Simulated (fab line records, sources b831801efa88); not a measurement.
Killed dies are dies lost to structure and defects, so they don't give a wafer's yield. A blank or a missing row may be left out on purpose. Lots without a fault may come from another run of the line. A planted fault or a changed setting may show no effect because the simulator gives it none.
fab line records | flow sky130
record lots=6 wafers=18 last_day=50
route steps=708 shown VIA4@650 METAL5@661 PAD_OPEN@708
lots that met no fault: from a run of the same line without faults
start_h: hours from the record's first day to the start of the lot's first wafer shown | wait_h: hours since the lot's step before | " the same as in the row above | L1.1+2: a row that stands for several wafers | - no value, or no start given | * or withheld: withheld | < > ~ a bound
route shown NAME@n: a module of which the file shows steps, and the number in the route of the first | usual: mean/standard deviation of fault-free wafers | same: alike in all rows | chamber/n: place in a boat | sites: the reading at each site | _std_site: their standard deviation | _edge_site: outer sites' mean less inner sites' | radius_mm: how far each site lies from the wafer's centre | mask NAME#n: copy n | behind: the tool/chamber that last shaped the wafer | hold: why the lot was held/for how many hours/how that ended | device: the transistor (n, p or np) that didn't switch | end of line: the same wafers' tests at the end of the route | a step without rows: its recipe alone | killed: dies lost to structure and defects at the first sort, not the wafer's yield | map: a wafer's dies, x killed, . not, _ none there
set.NAME: the setting as run; set.NAME@STEP: as run at that earlier step | model.NAME: the simulator's own value behind a step, which no gauge read
lots at some steps of the route; a table a step, a row a wafer
services: from which hour (start_h, from the record's first day; less than 0 if before it) a tool's chamber was out of use, for how many hours, and why
## steps
# step SKY_VIA4_OVL_MEAS_11
# usual VIA4_OVL=0.6/1.5
# columns lot.wafer tool chamber start_h wait_h VIA4_OVL[nm]
L130.1 overlay-02 - 1003.59 0.1 0.8
L130.4 " - " " 1.5
L130.6 " - " " -0.1
L134.1 overlay-01 - 1029.29 0.1 2.7
L134.3 " - " " 1.6
L134.6 " - " " 3.4
L144.1 overlay-02 - 1091.34 0.1 -1.4
L144.3 " - " " -1.1
L144.5 " - " " -1.7
L145.3 overlay-01 - 1105.99 0.1 0.1
L145.4 " - " " 0.7
L145.5 " - " " -0.9
L151.2 overlay-01 - 1131.30 0.1 3.1
L151.4 " - " " 5.4
L151.6 " - " " 4.0
L150.3 overlay-01 - 1137.23 0.1 0.8
L150.5 " - " " -0.1
L150.6 " - " " -0.6
# step SKY_VIA4_ETCH_12
# recipe target=SiO2 chemistry=C4F8/O2/Ar stop_on=TiN mask_material=NOVOLAK source_w=1500 bias_w=1200 pressure_mtorr=40 c4f8_flow_sccm=withheld O2_flow_sccm=6 Ar_flow_sccm=300 time_s=withheld target_depth_a=5800
# step SKY_VIA4_STRIP_13
# recipe chemistry=O2/N2 power_w=1400 pressure_mtorr=1500 platen_temp_c=withheld o2_flow_sccm=3000 n2_flow_sccm=300 overash_fraction=0.5
# usual drypump_motor_current_A=5.70/0.2 oes_product_au=0.709/0.005 strip_time_to_endpoint_s=12.798/0.029
# columns lot.wafer tool chamber start_h wait_h drypump_motor_current_A oes_product_au rf_hours_counter_h strip_time_to_endpoint_s
L130.1 plasma_asher-03 0 1003.70 - 5.53 0.714 54 12.782
L130.4 " 0 " " 5.53 0.714 - 12.801
L130.6 " 1 " " 5.94 0.707 - 12.748
L134.1 plasma_asher-03 0 1029.40 - 5.53 0.705 57 12.791
L134.3 " 1 " " 5.91 0.711 - 12.784
L134.6 " 1 " " 5.89 0.700 - 12.810
L144.1 plasma_asher-01 1 1091.45 - 5.48 0.711 33 12.815
L144.3 " 0 " " 5.94 0.715 - 12.785
L144.5 " 0 " " 5.94 0.716 - 12.828
L145.3 plasma_asher-01 0 1106.12 - 5.93 0.710 - 12.825
L145.4 " 1 " " 5.45 0.708 - 12.764
L145.5 " 1 " " 5.46 0.705 - 12.745
L151.2 plasma_asher-03 0 1131.40 - 5.53 0.714 68 12.840
L151.4 " 0 " " 5.52 0.713 - 12.861
L151.6 " 1 " " 5.92 0.715 - 12.785
L150.3 plasma_asher-03 1 1137.36 - 5.93 0.713 - 12.797
L150.5 " 1 " " 5.92 0.713 - 12.730
L150.6 " 0 " " 5.53 0.707 - 12.779
# step SKY_VIA4_STRIP_14
# recipe chemistry=post_etch_residue_remover time_s=1200 temp_c=72.5
# step SKY_VIA4_CLEAN_15
# recipe chemistry=IPA time_s=180 temp_c=25
# step SKY_VIA4_CLEAN_16
# recipe chemistry=O3/DIW dry=n2_spin
# step SKY_VIA4_SPUTTER_17
# recipe material=TiN target_thk_nm=20 chamber_pressure_pa=5 power_w=4000 time_s=80
# usual throttle_valve_pct=30.1/1.3
# columns lot.wafer tool chamber start_h wait_h throttle_valve_pct
L130.1 pvd_sputter-03 - 1004.43 0.0 31.1
L130.4 " - " " 32.5
L130.6 " - " " 32.2
L134.1 pvd_sputter-03 - 1030.04 0.0 32.5
L134.3 " - " " 30.8
L134.6 " - " " 30.9
L144.1 pvd_sputter-03 - 1092.05 0.0 30.5
L144.3 " - " " 30.9
L144.5 " - " " 32.3
L145.3 pvd_sputter-03 - 1106.68 0.0 30.5
L145.4 " - " " 32.4
L145.5 " - " " 32.3
L151.2 pvd_sputter-01 - 1132.04 0.0 28.9
L151.4 " - " " 30.3
L151.6 " - " " 30.4
L150.3 pvd_sputter-03 - 1137.96 0.0 32.1
L150.5 " - " " 28.4
L150.6 " - " " 30.6
# step SKY_VIA4_CVD_18
# recipe material=W target_thk_nm=505 time_s=152.14 temp_c=400 pressure_torr=40
# usual heater_power_w=884/83
# columns lot.wafer tool chamber start_h wait_h heater_power_w since_wet_clean_h
L130.1 cvd_w-02 0 1004.49 0.0 941 87
L130.4 " 1 " " 974 -
L130.6 " 1 " " 970 -
L134.1 cvd_w-01 0 1030.10 0.0 763 626
L134.3 " 0 " " 764 -
L134.6 " 0 " " 768 -
L144.1 cvd_w-01 0 1092.11 0.0 779 688
L144.3 " 1 " " 874 -
L144.5 " 1 " " 895 -
L145.3 cvd_w-01 1 1106.79 0.1 867 -
L145.4 " 0 " " 778 -
L145.5 " 0 " " 774 -
L151.2 cvd_w-02 1 1132.10 0.0 969 214
L151.4 " 1 " " 1000 -
L151.6 " 1 " " 983 -
L150.3 cvd_w-02 0 1138.07 0.1 907 -
L150.5 " 0 " " 893 -
L150.6 " 1 " " 971 -
# step SKY_VIA4_RS_MEAS_19
# recipe thk_meas_gauge=four-point-probe reads=W_of_VIA4_CVD_18+TiN_of_VIA4_SPUTTER_17
# usual VIA4_W_RS=0.2260/0.0023
# columns lot.wafer tool chamber start_h wait_h VIA4_W_RS[ohm/sq]
L130.1 film_metro-04 - 1004.64 0.1 0.2256
L130.4 " - " " 0.2222
L130.6 " - " " 0.2225
L134.1 film_metro-04 - 1030.25 0.1 0.2228
L134.3 " - " " 0.2252
L134.6 " - " " 0.2253
L144.1 film_metro-04 - 1092.26 0.1 0.2283
L144.3 " - " " 0.2269
L144.5 " - " " 0.2255
L145.3 film_metro-04 - 1106.93 0.1 0.2251
L145.4 " - " " 0.2263
L145.5 " - " " 0.2280
L151.2 film_metro-04 - 1132.27 0.1 0.2228
L151.4 " - " " 0.2246
L151.6 " - " " 0.2250
L150.3 film_metro-03 - 1138.21 0.1 0.2263
L150.5 " - " " 0.2245
L150.6 " - " " 0.2217
# step SKY_VIA4_THK_MEAS_20
# recipe thk_meas_gauge=xrf reads=W_of_VIA4_CVD_18
# usual VIA4_W_THK=514/7.5
# columns lot.wafer tool chamber start_h wait_h VIA4_W_THK[nm]
L130.1 film_metro-04 - 1004.76 0.1 514
L130.4 " - " " 523
L130.6 " - " " 526
L134.1 film_metro-04 - 1030.37 0.1 522
L134.3 " - " " 517
L134.6 " - " " 517
L144.1 film_metro-04 - 1092.38 0.1 508
L144.3 " - " " 511
L144.5 " - " " 513
L145.3 film_metro-04 - 1107.03 0.1 512
L145.4 " - " " 510
L145.5 " - " " 511
L151.2 film_metro-04 - 1132.38 0.1 524
L151.4 " - " " 520
L151.6 " - " " 517
L150.3 film_metro-03 - 1138.31 0.1 508
L150.5 " - " " 512
L150.6 " - " " 518
# step SKY_VIA4_CMP_21
# recipe stop_on=SiO2 t_overpolish_s=25 down_force_psi=3.5 platen_rpm=60 target_thk_nm=0 pad_velocity_m_s=0.94248
# usual motor_current_A=10.4/0.9 overpolish_run_s=25.001/0.0098 time_to_endpoint_s=121/4
# columns lot.wafer tool chamber start_h wait_h motor_current_A overpolish_run_s time_to_endpoint_s
L130.1 cmp-02 3 1004.92 0.1 10.6 24.989 122
L130.4 " 0 " " 10.3 24.982 122
L130.6 " 1 " " 9.0 24.987 124
L134.3 cmp-01 1 1030.48 0.1 10.9 25.008 120
L134.1 " 2 " " 10.3 25.000 121
L134.6 " 0 " " 12.0 25.002 118
L144.1 cmp-02 2 1092.49 0.1 11.8 25.011 116
L144.3 " 3 " " 10.3 25.012 123
L144.5 " 1 " " 9.4 24.996 117
L145.4 cmp-01 1 1107.32 0.3 10.8 24.985 120
L145.3 " 0 " " 11.1 24.982 124
L145.5 " 1 " " 10.7 25.012 121
L151.2 cmp-01 1 1132.48 0.1 10.0 25.011 121
L151.4 " 3 " " 9.3 24.993 119
L151.6 " 1 " " 10.8 25.005 118
L150.3 cmp-01 1 1138.35 0.0 10.5 24.989 116
L150.6 " 1 " " 10.3 25.018 120
L150.5 " 2 " " 9.5 24.999 116
# step SKY_METAL5_SPUTTER_00
# recipe material=Ti target_thk_nm=15 power_w=3000 time_s=10 chamber_pressure_pa=0.4
# usual throttle_valve_pct=29.9/0.92
# columns lot.wafer tool chamber start_h wait_h throttle_valve_pct
L130.1 pvd_sputter-01 - 1005.12 0.1 31.1
L130.4 " - " " 30.0
L130.6 " - " " 30.5
L134.1 pvd_sputter-04 - 1030.73 0.1 29.8
L134.3 " - " " 30.7
L134.6 " - " " 29.7
L144.1 pvd_sputter-04 - 1092.74 0.2 30.9
L144.3 " - " " 29.9
L144.5 " - " " 30.7
L145.3 pvd_sputter-04 - 1107.62 0.1 30.7
L145.4 " - " " 30.7
L145.5 " - " " 30.6
L151.2 pvd_sputter-01 - 1132.73 0.2 30.3
L151.4 " - " " 30.1
L151.6 " - " " 30.0
L150.3 pvd_sputter-01 - 1138.65 0.2 30.0
L150.5 " - " " 29.0
L150.6 " - " " 30.2
# step SKY_METAL5_SPUTTER_01
# recipe material=TiN target_thk_nm=20 power_w=6500 time_s=16.7 chamber_pressure_pa=0.4
# usual throttle_valve_pct=29.9/0.94
# columns lot.wafer tool chamber start_h wait_h throttle_valve_pct model.TiN_of_METAL5_SPUTTER_01.thk_nm
L130.1 pvd_sputter-01 - 1005.15 0.0 31.2 20.31
L130.4 " - " " 30.1 20.62
L130.6 " - " " 30.2 20.29
L134.1 pvd_sputter-04 - 1030.75 0.0 29.5 20.1
L134.3 " - " " 30.8 19.93
L134.6 " - " " 29.7 20.18
L144.1 pvd_sputter-04 - 1092.77 0.0 31.0 20.74
L144.3 " - " " 30.0 21.02
L144.5 " - " " 30.6 21.08
L145.3 pvd_sputter-04 - 1107.64 0.0 30.8 21.15
L145.4 " - " " 31.0 21.08
L145.5 " - " " 30.4 21.19
L151.2 pvd_sputter-01 - 1132.75 0.0 30.2 20.29
L151.4 " - " " 30.2 20.14
L151.6 " - " " 30.3 20.21
L150.3 pvd_sputter-01 - 1138.67 0.0 29.9 20.61
L150.5 " - " " 28.9 20.51
L150.6 " - " " 30.0 20.31
# step SKY_METAL5_SPUTTER_02
# recipe material=AlCu target_thk_nm=1150 power_w=10600 time_s=61.2 chamber_pressure_pa=0.4
# step SKY_PAD_OPEN_PROBE_99
# usual defect_limited_yield=82.2/1.9 killed_at_M0_to_M3=44/7.2 killed_at_M4_up=3.0/1.9 killed_at_contacts=25/4.8 killed_at_front_end=16/4.2 killed_at_other=0.2/0.44 killed_dies=88/9.3 killed_open=48/7.1 killed_short=40/6.5 sort_bin_3_pad_short=0.9/0.4 sort_bin_5_function=10.5/1.5 sort_bin_6_memory=6.5/0.98 sort_n_pass=404/9.3 sort_yield_pct=82.2/1.9
# same gross_dies=492 killed_at_back_side=0 sort_bin_4_leakage[%]=0 sort_bin_8_speed[%]=0
# columns lot.wafer tool chamber start_h wait_h defect_limited_yield[%] killed_at_M0_to_M3 killed_at_M4_up killed_at_contacts killed_at_front_end killed_at_other killed_dies killed_open killed_short sort_bin_3_pad_short[%] sort_bin_5_function[%] sort_bin_6_memory[%] sort_n_pass sort_yield_pct[%]
L130.1 prober-01 - 1076.11 0.1 79.5 55 2 26 18 0 101 58 43 1.2 11.0 8.3 391 79.5
L130.4 prober-01 - 1076.26 0.2 82.5 44 2 23 17 0 86 57 29 0.2 10.2 7.1 406 82.5
L130.6 prober-01 - 1076.36 0.2 81.9 41 1 26 21 0 89 47 42 1.4 10.6 6.1 403 81.9
L134.1 prober-02 - 1098.41 0.1 83.5 40 5 20 16 0 81 39 42 0.6 9.3 6.5 411 83.5
L134.3 prober-02 - 1098.51 0.2 81.9 45 6 27 11 0 89 47 42 0.8 10.8 6.5 403 81.9
L134.6 prober-02 - 1098.66 0.2 81.5 56 1 15 19 0 91 53 38 0.4 10.4 7.7 401 81.5
L144.1 prober-01 - 1154.10 0.1 83.7 36 1 29 14 0 80 37 43 0.4 8.5 7.3 412 83.7
L144.3 prober-01 - 1154.20 0.2 80.5 44 5 26 21 0 96 40 56 1.2 11.0 7.3 396 80.5
L144.5 prober-01 - 1154.30 0.2 82.5 38 2 36 10 0 86 48 38 0.4 8.7 8.3 406 82.5
L145.3 prober-02 - 1166.25 0.2 81.7 50 4 21 15 0 90 49 41 0.8 11.2 6.3 402 81.7
L145.4 prober-02 - 1166.30 0.2 81.9 35 3 29 21 1 89 50 39 1.2 10.6 6.3 403 81.9
L145.5 prober-02 - 1166.35 0.2 83.7 40 1 27 12 0 80 42 38 0.4 9.6 6.3 412 83.7
L150.3 prober-02 - 1191.85 0.2 82.1 43 4 27 14 0 88 43 45 1.0 10.0 6.9 404 82.1
L150.5 prober-02 - 1191.95 0.2 85.4 38 1 22 11 0 72 42 30 0.8 8.1 5.7 420 85.4
L150.6 prober-02 - 1192.00 0.2 81.9 35 3 30 20 1 89 53 36 1.2 11.4 5.5 403 81.9
# killed by level:class
L130.1 VIA1:geometric_particle:open=19 LI_CONTACT:geometric_particle:open=9 VIA1:geometric_particle:short=8 VIA3:geometric_particle:open=7 FIELD_ISO:geometric_particle:open=6 METAL2:geometric_particle:short=6 POLY_GATE:geometric_particle:open=5 CONTACT:geometric_particle:open=5
L130.4 CONTACT:geometric_particle:open=14 VIA1:geometric_particle:open=14 METAL2:geometric_particle:short=7 VIA2:geometric_particle:open=7 POLY_GATE:geometric_particle:open=6 VIA3:geometric_particle:open=6 CONTACT:geometric_particle:short=5 FIELD_ISO:geometric_particle:short=4
L130.6 METAL1:geometric_particle:short=10 CONTACT:geometric_particle:open=8 LI_CONTACT:geometric_particle:open=7 FIELD_ISO:geometric_particle:open=6 VIA2:geometric_particle:open=6 VIA1:geometric_particle:open=6 VIA1:geometric_particle:short=6 POLY_GATE:geometric_particle:short=5
L134.1 VIA1:geometric_particle:open=11 LOCAL_INTERCONNECT:geometric_particle:short=6 METAL2:geometric_particle:short=5 POLY_GATE:geometric_particle:short=5 METAL1:geometric_particle:short=5 VIA2:geometric_particle:open=5 VIA3:geometric_particle:open=5 FIELD_ISO:geometric_particle:short=4
L134.3 VIA1:geometric_particle:open=13 CONTACT:geometric_particle:open=9 VIA2:geometric_particle:open=8 FIELD_ISO:geometric_particle:short=6 LI_CONTACT:geometric_particle:open=5 LOCAL_INTERCONNECT:geometric_particle:short=5 METAL2:geometric_particle:short=5 METAL4:geometric_particle:short=5
L134.6 VIA1:geometric_particle:open=20 VIA2:geometric_particle:open=8 VIA3:geometric_particle:open=7 METAL2:geometric_particle:short=6 POLY_GATE:geometric_particle:short=5 CONTACT:geometric_particle:open=5 FIELD_ISO:geometric_particle:short=4 LI_CONTACT:geometric_particle:open=4
L144.1 LI_CONTACT:geometric_particle:short=7 LI_CONTACT:geometric_particle:open=7 CONTACT:geometric_particle:open=6 VIA1:geometric_particle:short=6 FIELD_ISO:geometric_particle:short=5 CONTACT:geometric_particle:short=5 VIA2:geometric_particle:open=5 VIA3:geometric_particle:open=5
L144.3 FIELD_ISO:geometric_particle:short=9 VIA1:geometric_particle:short=8 CONTACT:geometric_particle:open=7 METAL1:geometric_particle:short=7 VIA1:geometric_particle:open=7 LI_CONTACT:geometric_particle:open=6 LOCAL_INTERCONNECT:geometric_particle:short=6 VIA3:geometric_particle:open=6
L144.5 LOCAL_INTERCONNECT:geometric_particle:short=11 VIA1:geometric_particle:open=10 LI_CONTACT:geometric_particle:open=9 CONTACT:geometric_particle:open=8 METAL1:geometric_particle:short=7 POLY_GATE:geometric_particle:open=6 CONTACT:geometric_particle:short=6 VIA3:geometric_particle:open=6
L145.3 VIA1:geometric_particle:open=10 METAL1:geometric_particle:short=8 CONTACT:geometric_particle:open=8 FIELD_ISO:geometric_particle:open=6 VIA2:geometric_particle:open=6 LOCAL_INTERCONNECT:geometric_particle:short=6 VIA1:geometric_particle:short=5 VIA2:geometric_particle:short=5
L145.4 LI_CONTACT:geometric_particle:open=10 CONTACT:geometric_particle:open=8 FIELD_ISO:geometric_particle:open=7 VIA1:geometric_particle:open=7 FIELD_ISO:geometric_particle:short=6 VIA2:geometric_particle:open=6 CONTACT:geometric_particle:short=5 METAL1:geometric_particle:short=4
L145.5 VIA1:geometric_particle:open=12 CONTACT:geometric_particle:open=10 CONTACT:geometric_particle:short=7 METAL2:geometric_particle:short=5 METAL1:geometric_particle:short=5 VIA1:geometric_particle:short=5 VIA3:geometric_particle:open=5 FIELD_ISO:geometric_particle:short=4
L150.3 CONTACT:geometric_particle:open=9 METAL1:geometric_particle:short=9 CONTACT:geometric_particle:short=8 VIA1:geometric_particle:open=7 VIA2:geometric_particle:open=7 METAL2:geometric_particle:short=6 FIELD_ISO:geometric_particle:short=5 VIA1:geometric_particle:short=5
L150.5 VIA1:geometric_particle:open=9 CONTACT:geometric_particle:open=7 VIA2:geometric_particle:open=6 LI_CONTACT:geometric_particle:open=4 LI_CONTACT:geometric_particle:short=4 VIA3:geometric_particle:open=4 CONTACT:geometric_particle:short=4 METAL1:geometric_particle:short=4
L150.6 CONTACT:geometric_particle:open=11 VIA3:geometric_particle:open=9 FIELD_ISO:geometric_particle:open=6 VIA2:geometric_particle:open=6 LI_CONTACT:geometric_particle:open=6 CONTACT:geometric_particle:short=6 VIA1:geometric_particle:open=6 FIELD_ISO:geometric_particle:short=5
## services
# columns tool chamber start_h hours kind
pvd_sputter-04 3 1015.62 - consumable_replace:kit
pvd_sputter-04 3 1015.62 18.0 scheduled_down
pvd_sputter-04 3 1015.62 18.0 vent_cycle
plasma_asher-01 - 1023.27 15.6 pm
cmp-01 - 1037.66 0.2 repair
cvd_w-01 - 1058.18 2.8 pm
pvd_sputter-03 3 1060.21 - consumable_replace:kit
pvd_sputter-03 3 1060.21 18.0 scheduled_down
pvd_sputter-03 3 1060.21 18.0 vent_cycle
pvd_sputter-04 - 1069.11 2.1 repair
cmp-02 - 1084.00 4.0 pm
cmp-02 - 1088.00 - consumable_replace:conditioner
cmp-02 - 1088.00 - consumable_replace:pad
pvd_sputter-01 - 1090.52 9.2 repair
pvd_sputter-04 - 1103.02 2.7 repair
cvd_w-02 1 1120.10 5.5 repair
cmp-01 - 1121.53 0.4 repair
pvd_sputter-01 3 1127.50 - consumable_replace:kit
pvd_sputter-01 3 1127.50 18.0 scheduled_down
pvd_sputter-01 3 1127.50 18.0 vent_cycle
## key
first_sign none at tools or gauges
model_effect step=SKY_METAL5_SPUTTER_01 value=TiN_of_METAL5_SPUTTER_01.thk_nm without=20.29 struck=21.04
met_at SKY_METAL5_SPUTTER_01
struck_wafers L144.1,L144.3,L144.5,L145.3,L145.4,L145.5
onset_between 1030.75 1092.77
also_fits SKY_VIA4_STRIP_13:plasma_asher-01,SKY_VIA4_CVD_18:cvd_w-01,SKY_METAL5_SPUTTER_00:pvd_sputter-04
fault kind=process_parameter_drift tool=pvd_sputter-04 chamber=- onset_h=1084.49 steps=SKY_METAL5_SPUTTER_01 channel=time_s offset=* shape=step end_h=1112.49 acts_in=* stated=*
